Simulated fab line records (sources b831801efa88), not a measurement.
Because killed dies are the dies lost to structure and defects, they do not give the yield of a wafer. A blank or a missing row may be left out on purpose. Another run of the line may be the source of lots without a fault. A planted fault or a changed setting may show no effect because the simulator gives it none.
fab line records + flow sky130
record
- lots=5
- wafers=15
- last_day=48
route steps=708 shown PASSIVATION@682 PAD_OPEN@694
lots untouched by any fault: they come from a run of this same line in which no faults occurred
start_h: start of the lot's first displayed wafer, in hours after the record's first day + wait_h: hours elapsed since this lot's preceding step + " repeats the value in the row above + L1.1+2: a row that stands for several wafers + - either no value or no given start + * or withheld: withheld + < > ~ a bound
route shown NAME@n: names a module that has steps shown in the file, with the first one's number in the route + usual: mean/standard deviation of fault-free wafers + same: alike in all rows + chamber/n: place in a boat + sites: readings site by site + _std_site: how widely they spread, as a standard deviation + _edge_site: outer sites' mean less inner sites' + radius_mm: for every site, how far away it sits from the centre of the wafer + mask NAME#n: copy n + behind: the tool/chamber that last shaped the wafer + hold: why the lot was held/for how many hours/how that ended + device: the transistor (n, p or np) that didn't switch + end of line: tests run on the same wafers once the route is complete + a step given without rows: its recipe and nothing more + killed: not the wafer's yield, but the dies lost to structure and defects at the first sort + map: dies across one wafer; x = killed, . = not, _ = none there
set.NAME: the setting the step ran with; set.NAME@STEP: the setting that earlier step ran with + model.NAME: the simulator's own value behind a step, which no gauge read
a table for each step, a row for each wafer; lots at some steps of the route
services: when a tool's chamber went out of use (start_h, in hours from the record's first day, below 0 if earlier), for how many hours, and the reason
## steps
# step SKY_PASSIVATION_THK_MEAS_01
# recipe
- reads=SiO2_of_PASSIVATION_CVD_00
# usual
- PASSIVATION_CVD_00_THK=89.6/1.3
| lot.wafer | tool          | chamber | start_h | wait_h | PASSIVATION_CVD_00_THK[nm] |
|-----------|---------------|---------|---------|--------|----------------------------|
| L076.2    | film_metro-04 | -       | 1043.52 | -      | 87.3                       |
| L076.3    | "             | -       | "       | "      | 88.3                       |
| L076.6    | "             | -       | "       | "      | 87.4                       |
| L085.1    | film_metro-04 | -       | 1098.66 | -      | 89.7                       |
| L085.2    | "             | -       | "       | "      | 89.3                       |
| L085.6    | "             | -       | "       | "      | 89.2                       |
| L086.2    | film_metro-04 | -       | 1101.15 | -      | 89.8                       |
| L086.3    | "             | -       | "       | "      | 89.0                       |
| L086.5    | "             | -       | "       | "      | 91.0                       |
| L087.3    | film_metro-04 | -       | 1105.30 | -      | 90.1                       |
| L087.4    | "             | -       | "       | "      | 92.0                       |
| L087.6    | "             | -       | "       | "      | 91.1                       |
| L088.1    | film_metro-02 | -       | 1115.55 | -      | 87.4                       |
| L088.2    | "             | -       | "       | "      | 88.8                       |
| L088.3    | "             | -       | "       | "      | 89.1                       |
# step SKY_PASSIVATION_CVD_02
# recipe
- material=Si3N4
- target_thk_nm=540
- temp_c=400
- time_s=withheld
- rf_w=450
# usual
- heater_power_w=711/87
- rf_fwd_power_W=449.1/1.4
- susceptor_temp_C=400.04/0.21
| lot.wafer | tool     | chamber | start_h | wait_h | heater_power_w | rf_fwd_power_W | susceptor_temp_C |
|-----------|----------|---------|---------|--------|----------------|----------------|------------------|
| L076.2    | pecvd-04 | 2       | 1043.57 | 0.0    | 683            | 450.3          | 400.19           |
| L076.3    | "        | 0       | "       | "      | 790            | 452.0          | 400.56           |
| L076.6    | "        | 2       | "       | "      | 670            | 448.4          | 400.17           |
| L085.1    | pecvd-04 | 1       | 1098.72 | 0.1    | 767            | 446.9          | 399.94           |
| L085.2    | "        | 0       | "       | "      | 641            | 448.8          | 399.79           |
| L085.6    | "        | 2       | "       | "      | 645            | 448.0          | 399.99           |
| L086.2    | pecvd-02 | 2       | 1101.20 | 0.0    | 902            | 450.4          | 400.05           |
| L086.3    | "        | 0       | "       | "      | 639            | 450.5          | 399.84           |
| L086.5    | "        | 2       | "       | "      | 901            | 450.1          | 400.21           |
| L087.3    | pecvd-04 | 0       | 1105.34 | 0.0    | 733            | 447.9          | 399.82           |
| L087.4    | "        | 2       | "       | "      | 637            | 449.5          | 400.12           |
| L087.6    | "        | 0       | "       | "      | 774            | 447.3          | 399.75           |
| L088.1    | pecvd-01 | 1       | 1115.61 | 0.1    | 718            | 447.9          | 400.00           |
| L088.2    | "        | 2       | "       | "      | 635            | 448.6          | 400.35           |
| L088.3    | "        | 0       | "       | "      | 626            | 450.8          | 399.72           |
# step SKY_PASSIVATION_THK_MEAS_03
# recipe
- reads=Si3N4_of_PASSIVATION_CVD_02
# usual
- PASSIVATION_CVD_02_THK=540/7.2
| lot.wafer | tool          | chamber | start_h | wait_h | PASSIVATION_CVD_02_THK[nm] |
|-----------|---------------|---------|---------|--------|----------------------------|
| L076.2    | film_metro-02 | -       | 1043.81 | -      | 533                        |
| L076.3    | "             | -       | "       | "      | 538                        |
| L076.6    | "             | -       | "       | "      | 541                        |
| L085.1    | film_metro-03 | -       | 1098.95 | -      | 541                        |
| L085.2    | "             | -       | "       | "      | 531                        |
| L085.6    | "             | -       | "       | "      | 542                        |
| L086.2    | film_metro-02 | -       | 1101.43 | -      | 534                        |
| L086.3    | "             | -       | "       | "      | 525                        |
| L086.5    | "             | -       | "       | "      | 531                        |
| L087.3    | film_metro-04 | -       | 1105.58 | -      | 532                        |
| L087.4    | "             | -       | "       | "      | 547                        |
| L087.6    | "             | -       | "       | "      | 540                        |
| L088.1    | film_metro-03 | -       | 1115.84 | -      | 536                        |
| L088.2    | "             | -       | "       | "      | 525                        |
| L088.3    | "             | -       | "       | "      | 532                        |
# step SKY_PASSIVATION_DEHYDRATE_04
# recipe
- temp_c=200
- time_s=60
# usual
- resist_line_temp_C=23.00/0.11
| lot.wafer | tool           | chamber | start_h | wait_h | resist_line_temp_C |
|-----------|----------------|---------|---------|--------|--------------------|
| L076.2    | litho_track-03 | 0       | 1054.24 | 10.4   | 22.81              |
| L076.3    | "              | 0       | "       | "      | 22.83              |
| L076.6    | "              | 0       | "       | "      | 22.87              |
| L085.1    | litho_track-01 | 0       | 1108.45 | 9.5    | 23.28              |
| L085.2    | "              | 0       | "       | "      | 23.04              |
| L085.6    | "              | 0       | "       | "      | 23.14              |
| L086.2    | litho_track-04 | 0       | 1110.85 | 9.4    | 23.04              |
| L086.3    | "              | 0       | "       | "      | 22.88              |
| L086.5    | "              | 0       | "       | "      | 22.91              |
| L087.3    | litho_track-03 | 0       | 1115.82 | 10.2   | 23.03              |
| L087.4    | "              | 0       | "       | "      | 22.94              |
| L087.6    | "              | 0       | "       | "      | 22.99              |
| L088.1    | litho_track-01 | 0       | 1124.75 | 8.9    | 23.17              |
| L088.2    | "              | 0       | "       | "      | 22.99              |
| L088.3    | "              | 0       | "       | "      | 23.11              |
# step SKY_PASSIVATION_HMDS_05
# recipe
- prime_time_s=60
- prime_temp_c=120
# usual
- prime_temp_c=120.01/0.13
- resist_line_temp_C=23.01/0.095
| lot.wafer | tool           | chamber | start_h | wait_h | prime_temp_c | resist_line_temp_C |
|-----------|----------------|---------|---------|--------|--------------|--------------------|
| L076.2    | litho_track-03 | 0       | 1054.39 | 0.1    | 120.14       | 23.04              |
| L076.3    | "              | 0       | "       | "      | 120.19       | 22.97              |
| L076.6    | "              | 0       | "       | "      | 120.22       | 22.87              |
| L085.1    | litho_track-01 | 0       | 1108.60 | 0.1    | 120.00       | 22.91              |
| L085.2    | "              | 0       | "       | "      | 119.86       | 22.93              |
| L085.6    | "              | 0       | "       | "      | 119.99       | 22.93              |
| L086.2    | litho_track-04 | 0       | 1111.00 | 0.1    | 120.11       | 22.99              |
| L086.3    | "              | 0       | "       | "      | 119.81       | 23.01              |
| L086.5    | "              | 0       | "       | "      | 119.88       | 22.96              |
| L087.3    | litho_track-03 | 0       | 1115.97 | 0.1    | 120.18       | 23.00              |
| L087.4    | "              | 0       | "       | "      | 119.93       | 23.03              |
| L087.6    | "              | 0       | "       | "      | 120.32       | 22.84              |
| L088.1    | litho_track-01 | 0       | 1124.90 | 0.1    | 119.81       | 23.19              |
| L088.2    | "              | 0       | "       | "      | 120.03       | 23.24              |
| L088.3    | "              | 0       | "       | "      | 120.15       | 23.24              |
# step SKY_PASSIVATION_COAT_06
# recipe
- spin_rpm=2000
- resist_thk_nm=3000
# usual
- resist_line_temp_C=22.95/0.11
| lot.wafer | tool           | chamber | start_h | wait_h | resist_line_temp_C |
|-----------|----------------|---------|---------|--------|--------------------|
| L076.2    | litho_track-03 | 0       | 1054.54 | 0.1    | 23.00              |
| L076.3    | "              | 0       | "       | "      | 22.97              |
| L076.6    | "              | 0       | "       | "      | 22.86              |
| L085.1    | litho_track-01 | 0       | 1108.75 | 0.1    | 23.01              |
| L085.2    | "              | 0       | "       | "      | 22.87              |
| L085.6    | "              | 0       | "       | "      | 23.08              |
| L086.2    | litho_track-04 | 0       | 1111.15 | 0.1    | 22.96              |
| L086.3    | "              | 0       | "       | "      | 22.97              |
| L086.5    | "              | 0       | "       | "      | 22.99              |
| L087.3    | litho_track-03 | 0       | 1116.12 | 0.1    | 22.85              |
| L087.4    | "              | 0       | "       | "      | 22.83              |
| L087.6    | "              | 0       | "       | "      | 22.75              |
| L088.1    | litho_track-01 | 0       | 1125.05 | 0.1    | 23.08              |
| L088.2    | "              | 0       | "       | "      | 23.00              |
| L088.3    | "              | 0       | "       | "      | 23.01              |
# step SKY_PASSIVATION_SOFTBAKE_07
# recipe
- temp_c=110
- time_s=withheld
# usual
- resist_line_temp_C=23.01/0.1
| lot.wafer | tool           | chamber | start_h | wait_h | resist_line_temp_C |
|-----------|----------------|---------|---------|--------|--------------------|
| L076.2    | litho_track-03 | 0       | 1054.70 | 0.1    | 23.01              |
| L076.3    | "              | 0       | "       | "      | 22.97              |
| L076.6    | "              | 0       | "       | "      | 22.85              |
| L085.1    | litho_track-01 | 0       | 1108.90 | 0.1    | 22.92              |
| L085.2    | "              | 0       | "       | "      | 23.02              |
| L085.6    | "              | 0       | "       | "      | 23.08              |
| L086.2    | litho_track-04 | 0       | 1111.31 | 0.1    | 23.04              |
| L086.3    | "              | 0       | "       | "      | 23.16              |
| L086.5    | "              | 0       | "       | "      | 23.12              |
| L087.3    | litho_track-03 | 0       | 1116.28 | 0.1    | 22.93              |
| L087.4    | "              | 0       | "       | "      | 22.99              |
| L087.6    | "              | 0       | "       | "      | 23.12              |
| L088.1    | litho_track-01 | 0       | 1125.20 | 0.1    | 23.02              |
| L088.2    | "              | 0       | "       | "      | 23.05              |
| L088.3    | "              | 0       | "       | "      | 22.98              |
# step SKY_PASSIVATION_EXPOSE_08
# recipe
- mask_id=NSM
- target_cd_nm=3000
- na=0.57
- dose_mj=260
| lot.wafer  | tool             | chamber | start_h | wait_h | mask  |
|------------|------------------|---------|---------|--------|-------|
| L076.2+3+6 | iline_stepper-01 | 0       | -       | -      | NSM#0 |
| L085.1+2+6 | iline_stepper-01 | 0       | -       | -      | NSM#0 |
| L086.2+3+5 | iline_stepper-01 | 0       | -       | -      | NSM#0 |
| L087.3+4+6 | iline_stepper-01 | 0       | -       | -      | NSM#0 |
| L088.1+2+3 | iline_stepper-02 | 0       | -       | -      | NSM#0 |
# step SKY_PASSIVATION_PEB_09
# recipe
- temp_c=115
- time_s=withheld
# usual
- resist_line_temp_C=22.99/0.1
| lot.wafer | tool           | chamber | start_h | wait_h | resist_line_temp_C |
|-----------|----------------|---------|---------|--------|--------------------|
| L076.2    | litho_track-04 | 0       | -       | -      | 22.83              |
| L076.3    | "              | 0       | "       | "      | 23.12              |
| L076.6    | "              | 0       | "       | "      | 22.79              |
| L085.1    | litho_track-04 | 0       | -       | -      | 23.06              |
| L085.2    | "              | 0       | "       | "      | 23.01              |
| L085.6    | "              | 0       | "       | "      | 22.92              |
| L086.2    | litho_track-04 | 0       | -       | -      | 23.01              |
| L086.3    | "              | 0       | "       | "      | 22.93              |
| L086.5    | "              | 0       | "       | "      | 22.83              |
| L087.3    | litho_track-04 | 0       | -       | -      | 23.10              |
| L087.4    | "              | 0       | "       | "      | 22.93              |
| L087.6    | "              | 0       | "       | "      | 22.93              |
| L088.1    | litho_track-01 | 0       | -       | -      | 23.04              |
| L088.2    | "              | 0       | "       | "      | 23.07              |
| L088.3    | "              | 0       | "       | "      | 22.98              |
# step SKY_PASSIVATION_DEVELOP_10
# recipe
- develop_time_s=60
- dev_temp_c=23
# usual
- developer_temp_C=23.02/0.1
- resist_line_temp_C=22.98/0.12
| lot.wafer | tool           | chamber | start_h | wait_h | developer_temp_C | resist_line_temp_C |
|-----------|----------------|---------|---------|--------|------------------|--------------------|
| L076.2    | litho_track-04 | 0       | -       | -      | 22.99            | 23.13              |
| L076.3    | "              | 0       | "       | "      | 23.08            | 23.23              |
| L076.6    | "              | 0       | "       | "      | 23.07            | 23.03              |
| L085.1    | litho_track-04 | 0       | -       | -      | 23.16            | 22.87              |
| L085.2    | "              | 0       | "       | "      | 22.94            | 22.85              |
| L085.6    | "              | 0       | "       | "      | 22.92            | 22.92              |
| L086.2    | litho_track-04 | 0       | -       | -      | 23.07            | 23.00              |
| L086.3    | "              | 0       | "       | "      | 22.93            | 22.93              |
| L086.5    | "              | 0       | "       | "      | 22.93            | 22.92              |
| L087.3    | litho_track-04 | 0       | -       | -      | 22.90            | 22.77              |
| L087.4    | "              | 0       | "       | "      | 23.01            | 23.02              |
| L087.6    | "              | 0       | "       | "      | 23.13            | 23.03              |
| L088.1    | litho_track-01 | 0       | -       | -      | 23.16            | 23.09              |
| L088.2    | "              | 0       | "       | "      | 23.11            | 23.20              |
| L088.3    | "              | 0       | "       | "      | 23.06            | 22.98              |
# step SKY_PASSIVATION_ETCH_11
# recipe
- chemistry=CF4/O2
- target_depth_nm=725
- stop_on=AlCu
- source_w=800
- bias_w=150
- pressure_mtorr=150
- cf4_flow_sccm=80
- O2_flow_sccm=10
- time_s=161.1
# usual
- bias_w=150.0/0.43
- drypump_motor_current_A=5.7/0.49
- oes_product_au=0.976/0.0071
- rf_fwd_power_W=797.0/2.4
- throttle_valve_pct=5.964/0.0092
| lot.wafer | tool        | chamber | start_h | wait_h | bias_w | drypump_motor_current_A | oes_product_au | rf_fwd_power_W | rf_hours_counter_h | throttle_valve_pct |
|-----------|-------------|---------|---------|--------|--------|-------------------------|----------------|----------------|--------------------|--------------------|
| L076.2    | rie_diel-04 | 1       | 1064.88 | -      | 150.0  | 4.9                     | 0.975          | 797.5          | 18                 | 5.970              |
| L076.3    | "           | 3       | "       | "      | 149.6  | 5.1                     | 0.968          | 796.8          | 11                 | 5.956              |
| L076.6    | "           | 2       | "       | "      | 150.4  | 6.2                     | 0.982          | 797.0          | -                  | 5.970              |
| L085.1    | rie_diel-04 | 2       | 1118.93 | -      | 149.6  | 6.2                     | 0.979          | 798.8          | 20                 | 5.960              |
| L085.2    | "           | 3       | "       | "      | 150.1  | 5.0                     | 0.967          | 793.8          | 13                 | 5.951              |
| L085.6    | "           | 2       | "       | "      | 149.5  | 6.2                     | 0.979          | 795.5          | -                  | 5.962              |
| L086.2    | rie_diel-03 | 1       | 1121.23 | -      | 149.8  | 4.9                     | 0.974          | 800.4          | 16                 | 5.967              |
| L086.3    | "           | 0       | "       | "      | 149.7  | 6.3                     | 0.966          | 799.7          | 14                 | 5.957              |
| L086.5    | "           | 1       | "       | "      | 149.9  | 4.9                     | 0.973          | 798.1          | -                  | 5.973              |
| L087.3    | rie_diel-03 | 2       | 1125.68 | -      | 150.0  | 5.7                     | 0.964          | 795.8          | -                  | 5.961              |
| L087.4    | "           | 0       | "       | "      | 150.3  | 6.3                     | 0.973          | 798.4          | -                  | 5.966              |
| L087.6    | "           | 0       | "       | "      | 150.9  | 6.3                     | 0.980          | 797.8          | -                  | 5.962              |
| L088.1    | rie_diel-04 | 3       | 1134.30 | -      | 150.2  | 5.1                     | 0.964          | 795.3          | 13                 | 5.965              |
| L088.2    | "           | 2       | "       | "      | 149.8  | 6.2                     | 0.964          | 798.3          | 21                 | 5.965              |
| L088.3    | "           | 0       | "       | "      | 150.2  | 5.3                     | 0.975          | 797.0          | 11                 | 5.961              |
# step SKY_PASSIVATION_STRIP_12
# recipe
- chemistry=O2/N2
- power_w=1400
- pressure_mtorr=1500
- platen_temp_c=withheld
- overash_fraction=0.7
- o2_flow_sccm=3000
- n2_flow_sccm=300
# usual
- drypump_motor_current_A=5.61/0.26
- n2_flow_sccm=300.1/0.81
- oes_product_au=0.661/0.0043
- strip_time_to_endpoint_s=31.53/0.13
| lot.wafer | tool            | chamber | start_h | wait_h | drypump_motor_current_A | n2_flow_sccm | oes_product_au | rf_hours_counter_h | strip_time_to_endpoint_s |
|-----------|-----------------|---------|---------|--------|-------------------------|--------------|----------------|--------------------|--------------------------|
| L076.2    | plasma_asher-01 | 1       | 1064.98 | 0.1    | 5.42                    | 300.9        | 0.661          | 32                 | 31.39                    |
| L076.3    | "               | 1       | "       | "      | 5.40                    | 300.8        | 0.666          | -                  | 31.54                    |
| L076.6    | "               | 0       | "       | "      | 5.47                    | 300.0        | 0.664          | -                  | 31.32                    |
| L085.1    | plasma_asher-01 | 0       | 1119.04 | 0.1    | 5.56                    | 299.5        | 0.669          | 38                 | 31.62                    |
| L085.2    | "               | 1       | "       | "      | 5.44                    | 299.4        | 0.668          | 38                 | 31.77                    |
| L085.6    | "               | 0       | "       | "      | 5.53                    | 298.5        | 0.662          | -                  | 31.51                    |
| L086.2    | plasma_asher-03 | 1       | 1121.34 | 0.1    | 5.92                    | 298.9        | 0.663          | 66                 | 31.52                    |
| L086.3    | "               | 1       | "       | "      | 5.90                    | 300.6        | 0.663          | -                  | 31.61                    |
| L086.5    | "               | 1       | "       | "      | 5.92                    | 300.3        | 0.669          | -                  | 31.52                    |
| L087.3    | plasma_asher-04 | 0       | 1125.82 | 0.1    | 6.07                    | 300.6        | 0.663          | -                  | 31.84                    |
| L087.4    | "               | 1       | "       | "      | 5.67                    | 301.6        | 0.661          | -                  | 31.69                    |
| L087.6    | "               | 1       | "       | "      | 5.70                    | 301.1        | 0.660          | -                  | 31.71                    |
| L088.1    | plasma_asher-01 | 1       | 1134.40 | 0.1    | 5.43                    | 300.1        | 0.662          | 39                 | 31.49                    |
| L088.2    | "               | 0       | "       | "      | 5.52                    | 300.0        | 0.664          | 39                 | 31.36                    |
| L088.3    | "               | 0       | "       | "      | 5.55                    | 299.9        | 0.663          | -                  | 31.43                    |
# step SKY_PAD_OPEN_DEHYDRATE_00
# recipe
- temp_c=200
- time_s=60
# usual
- resist_line_temp_C=23.01/0.087
| lot.wafer | tool           | chamber | start_h | wait_h | resist_line_temp_C |
|-----------|----------------|---------|---------|--------|--------------------|
| L076.2    | litho_track-04 | 0       | 1075.25 | 10.2   | 23.04              |
| L076.3    | "              | 0       | "       | "      | 22.99              |
| L076.6    | "              | 0       | "       | "      | 23.11              |
| L085.1    | litho_track-02 | 0       | 1127.43 | 8.4    | 22.98              |
| L085.2    | "              | 0       | "       | "      | 23.03              |
| L085.6    | "              | 0       | "       | "      | 23.01              |
| L086.2    | litho_track-02 | 0       | 1130.06 | 8.7    | 22.99              |
| L086.3    | "              | 0       | "       | "      | 23.05              |
| L086.5    | "              | 0       | "       | "      | 23.10              |
| L087.3    | litho_track-02 | 0       | 1134.08 | 8.2    | 23.11              |
| L087.4    | "              | 0       | "       | "      | 23.09              |
| L087.6    | "              | 0       | "       | "      | 22.96              |
| L088.1    | litho_track-01 | 0       | 1142.80 | 8.4    | 23.15              |
| L088.2    | "              | 0       | "       | "      | 23.09              |
| L088.3    | "              | 0       | "       | "      | 22.97              |
# step SKY_PAD_OPEN_HMDS_01
# recipe
- prime_time_s=60
- prime_temp_c=120
# usual
- prime_temp_c=119.98/0.13
- resist_line_temp_C=23.01/0.1
| lot.wafer | tool           | chamber | start_h | wait_h | prime_temp_c | resist_line_temp_C |
|-----------|----------------|---------|---------|--------|--------------|--------------------|
| L076.2    | litho_track-04 | 0       | 1075.40 | 0.1    | 120.19       | 22.99              |
| L076.3    | "              | 0       | "       | "      | 120.10       | 23.00              |
| L076.6    | "              | 0       | "       | "      | 120.17       | 23.12              |
| L085.1    | litho_track-02 | 0       | 1127.58 | 0.1    | 119.96       | 23.11              |
| L085.2    | "              | 0       | "       | "      | 120.06       | 22.82              |
| L085.6    | "              | 0       | "       | "      | 120.12       | 23.15              |
| L086.2    | litho_track-02 | 0       | 1130.21 | 0.1    | 119.99       | 23.04              |
| L086.3    | "              | 0       | "       | "      | 120.16       | 23.02              |
| L086.5    | "              | 0       | "       | "      | 120.00       | 22.93              |
| L087.3    | litho_track-02 | 0       | 1134.23 | 0.1    | 119.86       | 22.96              |
| L087.4    | "              | 0       | "       | "      | 120.04       | 23.02              |
| L087.6    | "              | 0       | "       | "      | 119.91       | 22.99              |
| L088.1    | litho_track-01 | 0       | 1142.95 | 0.1    | 120.14       | 23.02              |
| L088.2    | "              | 0       | "       | "      | 120.16       | 22.92              |
| L088.3    | "              | 0       | "       | "      | 120.09       | 22.83              |
# step SKY_PAD_OPEN_COAT_02
# recipe
- spin_rpm=2000
- resist_thk_nm=3000
# usual
- resist_line_temp_C=22.99/0.13
| lot.wafer | tool           | chamber | start_h | wait_h | resist_line_temp_C |
|-----------|----------------|---------|---------|--------|--------------------|
| L076.2    | litho_track-04 | 0       | 1075.55 | 0.1    | 22.99              |
| L076.3    | "              | 0       | "       | "      | 22.98              |
| L076.6    | "              | 0       | "       | "      | 22.82              |
| L085.1    | litho_track-02 | 0       | 1127.73 | 0.1    | 23.11              |
| L085.2    | "              | 0       | "       | "      | 22.88              |
| L085.6    | "              | 0       | "       | "      | 23.04              |
| L086.2    | litho_track-02 | 0       | 1130.36 | 0.1    | 22.97              |
| L086.3    | "              | 0       | "       | "      | 23.09              |
| L086.5    | "              | 0       | "       | "      | 23.03              |
| L087.3    | litho_track-02 | 0       | 1134.38 | 0.1    | 22.94              |
| L087.4    | "              | 0       | "       | "      | 23.00              |
| L087.6    | "              | 0       | "       | "      | 22.98              |
| L088.1    | litho_track-01 | 0       | 1143.10 | 0.1    | 22.81              |
| L088.2    | "              | 0       | "       | "      | 22.85              |
| L088.3    | "              | 0       | "       | "      | 22.82              |
# step SKY_PAD_OPEN_SOFTBAKE_03
# recipe
- temp_c=110
- time_s=withheld
# usual
- resist_line_temp_C=23.02/0.11
| lot.wafer | tool           | chamber | start_h | wait_h | resist_line_temp_C |
|-----------|----------------|---------|---------|--------|--------------------|
| L076.2    | litho_track-04 | 0       | 1075.71 | 0.1    | 23.21              |
| L076.3    | "              | 0       | "       | "      | 23.17              |
| L076.6    | "              | 0       | "       | "      | 23.13              |
| L085.1    | litho_track-02 | 0       | 1127.88 | 0.1    | 23.05              |
| L085.2    | "              | 0       | "       | "      | 23.05              |
| L085.6    | "              | 0       | "       | "      | 22.93              |
| L086.2    | litho_track-02 | 0       | 1130.52 | 0.1    | 23.19              |
| L086.3    | "              | 0       | "       | "      | 23.03              |
| L086.5    | "              | 0       | "       | "      | 23.06              |
| L087.3    | litho_track-02 | 0       | 1134.55 | 0.1    | 23.10              |
| L087.4    | "              | 0       | "       | "      | 22.83              |
| L087.6    | "              | 0       | "       | "      | 23.12              |
| L088.1    | litho_track-01 | 0       | 1143.25 | 0.1    | 23.05              |
| L088.2    | "              | 0       | "       | "      | 23.18              |
| L088.3    | "              | 0       | "       | "      | 23.15              |
# step SKY_PAD_OPEN_EXPOSE_04
# recipe
- mask_id=PDM
- target_cd_nm=60000
- na=0.57
- dose_mj=260
| lot.wafer  | tool             | chamber | start_h | wait_h | mask  |
|------------|------------------|---------|---------|--------|-------|
| L076.2+3+6 | iline_stepper-02 | 0       | -       | -      | PDM#0 |
| L085.1+2+6 | iline_stepper-01 | 0       | -       | -      | PDM#0 |
| L086.2+3+5 | iline_stepper-02 | 0       | -       | -      | PDM#0 |
| L087.3+4+6 | iline_stepper-02 | 0       | -       | -      | PDM#0 |
| L088.1+2+3 | iline_stepper-01 | 0       | -       | -      | PDM#0 |
# step SKY_PAD_OPEN_PEB_05
# recipe
- temp_c=115
- time_s=withheld
# usual
- resist_line_temp_C=23.00/0.1
| lot.wafer | tool           | chamber | start_h | wait_h | resist_line_temp_C |
|-----------|----------------|---------|---------|--------|--------------------|
| L076.2    | litho_track-01 | 0       | -       | -      | 23.09              |
| L076.3    | "              | 0       | "       | "      | 22.99              |
| L076.6    | "              | 0       | "       | "      | 23.05              |
| L085.1    | litho_track-01 | 0       | -       | -      | 23.00              |
| L085.2    | "              | 0       | "       | "      | 22.98              |
| L085.6    | "              | 0       | "       | "      | 22.80              |
| L086.2    | litho_track-04 | 0       | -       | -      | 22.86              |
| L086.3    | "              | 0       | "       | "      | 22.87              |
| L086.5    | "              | 0       | "       | "      | 22.89              |
| L087.3    | litho_track-01 | 0       | -       | -      | 23.07              |
| L087.4    | "              | 0       | "       | "      | 23.02              |
| L087.6    | "              | 0       | "       | "      | 23.04              |
| L088.1    | litho_track-02 | 0       | -       | -      | 23.13              |
| L088.2    | "              | 0       | "       | "      | 23.00              |
| L088.3    | "              | 0       | "       | "      | 23.00              |
# step SKY_PAD_OPEN_DEVELOP_06
# recipe
- develop_time_s=60
- dev_temp_c=23
# usual
- developer_temp_C=23.02/0.098
- resist_line_temp_C=23.02/0.12
| lot.wafer | tool           | chamber | start_h | wait_h | developer_temp_C | resist_line_temp_C |
|-----------|----------------|---------|---------|--------|------------------|--------------------|
| L076.2    | litho_track-01 | 0       | -       | -      | 23.17            | 23.12              |
| L076.3    | "              | 0       | "       | "      | 23.05            | 23.16              |
| L076.6    | "              | 0       | "       | "      | 23.07            | 22.91              |
| L085.1    | litho_track-01 | 0       | -       | -      | 23.06            | 23.04              |
| L085.2    | "              | 0       | "       | "      | 22.97            | 22.90              |
| L085.6    | "              | 0       | "       | "      | 22.99            | 23.16              |
| L086.2    | litho_track-04 | 0       | -       | -      | 23.13            | 22.95              |
| L086.3    | "              | 0       | "       | "      | 22.90            | 22.88              |
| L086.5    | "              | 0       | "       | "      | 23.04            | 23.07              |
| L087.3    | litho_track-01 | 0       | -       | -      | 23.05            | 22.86              |
| L087.4    | "              | 0       | "       | "      | 23.01            | 23.02              |
| L087.6    | "              | 0       | "       | "      | 22.94            | 22.82              |
| L088.1    | litho_track-02 | 0       | -       | -      | 22.89            | 23.04              |
| L088.2    | "              | 0       | "       | "      | 22.88            | 23.17              |
| L088.3    | "              | 0       | "       | "      | 22.97            | 22.91              |
## services
| tool             | chamber | start_h | hours | kind           |
|------------------|---------|---------|-------|----------------|
| pecvd-02         | 2       | 1020.96 | 2.1   | scheduled_down |
| rie_diel-03      | 1       | 1023.22 | 2.4   | repair         |
| plasma_asher-03  | -       | 1041.45 | 12.4  | repair         |
| rie_diel-04      | 2       | 1053.76 | 6.0   | repair         |
| pecvd-04         | 2       | 1063.73 | 2.1   | scheduled_down |
| pecvd-04         | 2       | 1066.80 | 19.8  | repair         |
| pecvd-04         | 0       | 1074.19 | 2.1   | scheduled_down |
| pecvd-01         | -       | 1079.48 | 2.8   | pm             |
| pecvd-04         | 2       | 1092.34 | 5.5   | scheduled_down |
| iline_stepper-02 | -       | 1097.64 | 1.1   | repair         |
| iline_stepper-02 | -       | 1098.76 | 0.8   | pm             |
| rie_diel-03      | 1       | 1123.08 | 5.1   | repair         |
| pecvd-02         | -       | 1125.96 | 0.7   | repair         |
| plasma_asher-03  | -       | 1136.12 | 1.7   | repair         |
| pecvd-02         | 2       | 1136.62 | 5.5   | scheduled_down |
| rie_diel-03      | 2       | 1139.88 | 8.3   | repair         |
| rie_diel-03      | 0       | 1143.21 | 6.8   | repair         |
| iline_stepper-01 | -       | 1145.81 | 1.7   | pm             |
| rie_diel-03      | 1       | 1145.96 | 7.0   | repair         |
## key
fault none
